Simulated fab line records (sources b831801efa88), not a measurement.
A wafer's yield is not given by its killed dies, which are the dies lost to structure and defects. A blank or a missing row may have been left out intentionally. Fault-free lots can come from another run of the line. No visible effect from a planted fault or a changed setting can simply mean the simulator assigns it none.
Problem report in the 8D (eight disciplines) form, filled by code + flow sky130 + the parts of the form that need people (team, actions taken, sign-off) are left out

## 1. THE ISSUE
Across 6 wafers from 2 lots, FIELD_ISO_CVD_24_THK at SKY_FIELD_ISO_THK_MEAS_25 averages 356 nm, while fault-free wafers read 595 nm with a standard deviation of 6.4. Relative to the usual mean, that is a shift of -37 standard deviations.
First observed at day 4 12:15: wafer L149.3, on film-metro-03. The record has a number at this step for 39 wafers belonging to 13 lots. Rule for "out" (also "out of limits"): further than 4 standard deviations from the usual mean. All remaining wafers that have a number are taken as sound.

## 2. WHAT THIS IS AND IS NOT
| question                    | is                           | is not                                                                                             |
|-----------------------------|------------------------------|----------------------------------------------------------------------------------------------------|
| which readings at this step | FIELD_ISO_CVD_24_THK         | -                                                                                                  |
| which lots                  | L149, L150                   | L139, L140, L141, L146, L148, L151, L153, L158, L159, L160, L162                                   |
| which wafers of those lots  | all that have a number       | -                                                                                                  |
| read on which gauges        | film-metro-03, film-metro-04 | film-metro-01                                                                                      |
| when                        | from day 4 12:15             | up to then (15 sound wafers); but 18 sound wafers of L151, L153, L158, L159, L160, L162 came after |

## 3. SUSPECTS, AND WHAT RULES EACH OUT
Counting: a tool at a process step up to the reading stays a suspect if it ran every lot that is out and no sound lot after the first of them.
- ruled out: the gauge at SKY_FIELD_ISO_THK_MEAS_25. 2 gauges (film-metro-03, film-metro-04) read the wafers that are out.
- hdpcvd-02 at SKY_FIELD_ISO_CVD_24 (deposits SiO2, target thk 595 nm, time 99.2 s): kept. Every lot that is out went through it, starting with L149 (day 4 12:10), and after that it ran no sound lot; the last sound lot it ran before then is L140 (day 2 13:03).
Left after counting: hdpcvd-02 at SKY_FIELD_ISO_CVD_24.

## 4. THE CAUSE (what the simulator had put in)
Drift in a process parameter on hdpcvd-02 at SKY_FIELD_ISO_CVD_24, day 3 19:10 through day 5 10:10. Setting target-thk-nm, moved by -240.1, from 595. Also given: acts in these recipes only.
Counting left only this tool.

## 5. THE CHAIN OF EFFECTS, in route order
Each row: a reading whose mean over the struck wafers that have a number lies more than 3 standard deviations from the usual. Scope: only readings with a usual standard deviation given in the record; hours: median across lots of the time from each lot's start at the first step in this table that gives one to its start at this step; sigmas: change in usual standard deviations.
| hours | step                      | reading              | usual  | on struck wafers | change | sigmas |
|-------|---------------------------|----------------------|--------|------------------|--------|--------|
| 0     | SKY_FIELD_ISO_THK_MEAS_25 | FIELD_ISO_CVD_24_THK | 595 nm | 356              | -238   | -37    |
| 2     | SKY_FIELD_ISO_CMP_27      | time-to-endpoint-s   | 113 s  | 68               | -46    | -8.4   |
| 1044  | SKY_PAD_OPEN_PROBE_99     | killed-at-front-end  | 15     | 418              | +403   | +96    |
| 1044  | SKY_PAD_OPEN_PROBE_99     | killed-dies          | 85     | 492              | +407   | +44    |
| 1044  | SKY_PAD_OPEN_PROBE_99     | killed-on-rim        | 17     | 96               | +79    | +22    |
The process steps in it:
- SKY_FIELD_ISO_CMP_27: polishes, stops on Si3N4, t overpolish 16 s, target thk 457.8 nm.
- SKY_PAD_OPEN_PROBE_99

## 6. WHAT WOULD HAVE CAUGHT IT SOONER
Counted from the fault's start at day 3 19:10, it took 17 hours until the first out-of-limits reading at a measuring or inspecting step in this record, taken at day 4 12:15.
Lots out: 2; of these, L150 started SKY_FIELD_ISO_CVD_24 on hdpcvd-02 after day 4 12:15. It would have been spared by a hold on the tool at that moment.
